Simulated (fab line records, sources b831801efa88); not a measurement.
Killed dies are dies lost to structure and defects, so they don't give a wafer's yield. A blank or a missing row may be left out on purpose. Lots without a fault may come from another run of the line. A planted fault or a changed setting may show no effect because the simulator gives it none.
Chamber matching | flow sky130 | SKY_VIA1_CMP_24 on cmp-01: 4 sister chambers
The step polishes, stops on SiO2, t overpolish 15 s, target thk 0 nm. 14 wafers are shown with their chamber, then 6 later ones without.

WAFERS WITH THEIR CHAMBER
wafer  | chamber | motor_current_A (A) | time_to_endpoint_s (s) | retaining_ring_pressure_frac
L703.1 | 2       | 11.1                | 67                     | 1.002
L703.2 | 0       | 9.6                 | 70                     | 1.005
L703.3 | 1       | 10.7                | 66                     | 0.999
L707.2 | 1       | 11.2                | 66                     | 1.005
L707.5 | 3       | 9.4                 | 62                     | 1.000
L707.6 | 0       | 9.9                 | 66                     | 0.998
L709.2 | 1       | 11.0                | 61                     | 0.994
L709.4 | 0       | 9.3                 | 66                     | 1.006
L709.5 | 1       | 10.2                | 62                     | 0.997
L710.1 | 1       | 10.3                | 64                     | 0.997
L710.2 | 0       | 9.5                 | 66                     | 0.999
L710.4 | 3       | 9.6                 | 64                     | 1.004
L711.1 | 0       | 9.3                 | 68                     | 0.996
L711.4 | 1       | 10.4                | 61                     | 0.992

SIGNATURES (means of the wafers above)
reading                      | chamber 0 | chamber 1 | chamber 2 | chamber 3 | scatter within a chamber
motor_current_A              | 9.520     | 10.633    | 11.100    | 9.500     | 0.329
time_to_endpoint_s           | 67.20     | 63.33     | 67.00     | 63.00     | 2.05
retaining_ring_pressure_frac | 1.00080   | 0.99733   | 1.00200   | 1.00200   | 0.00434
Rule: a wafer's distance from a chamber is the root of the sum, over the readings, of the square of ((its reading less the chamber's mean) divided by the reading's scatter). The wafer belongs to the nearest chamber; if the next one is less than 2 further off, it can't be placed. The scatter: the root of (the sum of the squares of (reading less its chamber's mean) over the shown wafers, divided by (wafers less chambers)).

WAFERS WITHOUT THEIR CHAMBER
wafer  | motor_current_A (A) | time_to_endpoint_s (s) | retaining_ring_pressure_frac
L711.6 | 9.5                 | 57                     | 1.000
L712.1 | 9.5                 | 64                     | 1.002
L712.2 | 8.7                 | 66                     | 1.007
L712.3 | 11.3                | 64                     | 0.998
L719.3 | 10.3                | 63                     | 1.000
L719.4 | 10.8                | 65                     | 0.997

WHICH CHAMBER EACH WENT THROUGH
wafer  | from the rows above               | in truth
L711.6 | can't be placed: 3 or 1           | 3
L712.1 | can't be placed: 3 or 0           | 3
L712.2 | can't be placed: 0 or 3           | 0
L712.3 | can't be placed: 2 or 1           | 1
L719.3 | can't be placed: 1 or 3 or 0 or 2 | 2
L719.4 | can't be placed: 1 or 2           | 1
Placed correctly: 0 of 6. Can't be placed from these rows: 6 (the true chamber is among the candidates in 6). Placed wrongly: 0.
